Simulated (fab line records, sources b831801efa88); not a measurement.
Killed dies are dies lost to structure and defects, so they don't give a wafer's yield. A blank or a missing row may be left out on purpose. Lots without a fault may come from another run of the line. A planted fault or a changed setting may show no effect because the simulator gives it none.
A struck lot beside a sound one | flow gf180mcu | 15 steps out of a route of 602
Sound: wafers L967.1, L967.5, L967.6. Struck: wafers L965.4, L965.5, L965.6. The cause comes at the end.
At each step with rows: each side's tool, then ch and its chambers, then its first start. Under that, the readings that differ: sound wafers | struck wafers | difference of the means | sigmas: that difference in standard deviations of wafers without a fault.
alike: readings whose means differ by less than 2 such deviations, and words and numbers that are the same on both sides. not compared: withheld readings, readings that some wafer has no value for, bounds like >300 that may hide the same value, and numbers for which the record gives no deviation and whose values overlap.
The two part at a step that has a row with sigmas, a row that says differs or no value, or rows on one side only. Numbers that don't overlap but have no deviation are shown without sigmas and don't part them. A reading that every wafer of one side lacks parts them only if that side has two wafers or more.

first, 5 steps without rows for these wafers: GF_V3_COAT_09 (resist thk 1000 nm); GF_V3_SOFTBAKE_10 (time 60 s); GF_V3_EXPOSE_11 (exposes mask Via3, target cd 260 nm); GF_V3_PEB_12 (peb time 90 s); GF_V3_DEVELOP_13 (develop time 60 s).
GF_V3_CD_MEAS_14: target cd 260 nm.
  sound on cd_sem-02, day 25 18:39; struck on cd_sem-01, day 25 07:46
  alike: cd_nm
GF_V3_OVL_MEAS_15:
  sound on overlay-02, day 25 18:46; struck on overlay-02, day 25 07:50
  reading     | sound | struck    | difference | sigmas
  V3_OVL (nm) | 7 3 2 | -6 -5 -13 | -12        | -2
GF_V3_ETCH_16: etches BARC in N2/H2.
  sound on rie_diel-04 ch 0,1,2, day 25 18:49; struck on rie_diel-03 ch 0,2,3, day 25 07:53
  alike: drypump_motor_current_A, n2_flow_sccm, oes_product_au, throttle_valve_pct
GF_V3_ETCH_17: etches SiO2 in C4F8/O2/Ar, stops on TiN, target depth 635 nm.
  sound on rie_diel-04 ch 0,1,2; struck on rie_diel-03 ch 0,2,3
  alike: oes_product_au
GF_V3_STRIP_18: strips in O2/N2.
  sound on plasma_asher-03 ch 0,1, day 25 18:56; struck on plasma_asher-03 ch 0,1, day 25 08:01
  alike: drypump_motor_current_A, heater_power_w, n2_flow_sccm, o2_flow_sccm, oes_product_au
  not compared: rf_hours_counter_h
then, 2 steps without rows for these wafers: GF_V3_STRIP_19 (strips in post etch residue remover, time 1200 s); GF_V3_CLEAN_20 (cleans in DIW).
GF_V3_SPUTTER_21: material Ti, target thk 15 nm, time 80.02 s.
  sound on pvd_sputter-02, day 25 19:28; struck on pvd_sputter-03, day 25 08:35
  reading                               | sound             | struck            | difference | sigmas
  model.Ti_of_V3_SPUTTER_21.thk_nm (nm) | 14.95 15.04 14.97 | 15.28 15.34 15.36 | +0.34      |
  alike: throttle_valve_pct
GF_V3_SPUTTER_22: material TiN, target thk 10 nm, time 40 s.
  sound on pvd_sputter-02, day 25 19:32; struck on pvd_sputter-03, day 25 08:40
  alike: throttle_valve_pct
-- the record jumps here: 6 days lie between the struck wafers' starts before and after (it left off in module V3 and takes up again in module PASSIVATION, whose first step shown is number 602 of the route) --
GF_PASSIVATION_PROBE_99:
  the record has rows for the struck wafers here (prober-02, day 31 09:40) and none for the sound ones

WHERE THEY PART
First at GF_V3_OVL_MEAS_15; last, within this record, at GF_PASSIVATION_PROBE_99.

WHY: what the simulator had put in
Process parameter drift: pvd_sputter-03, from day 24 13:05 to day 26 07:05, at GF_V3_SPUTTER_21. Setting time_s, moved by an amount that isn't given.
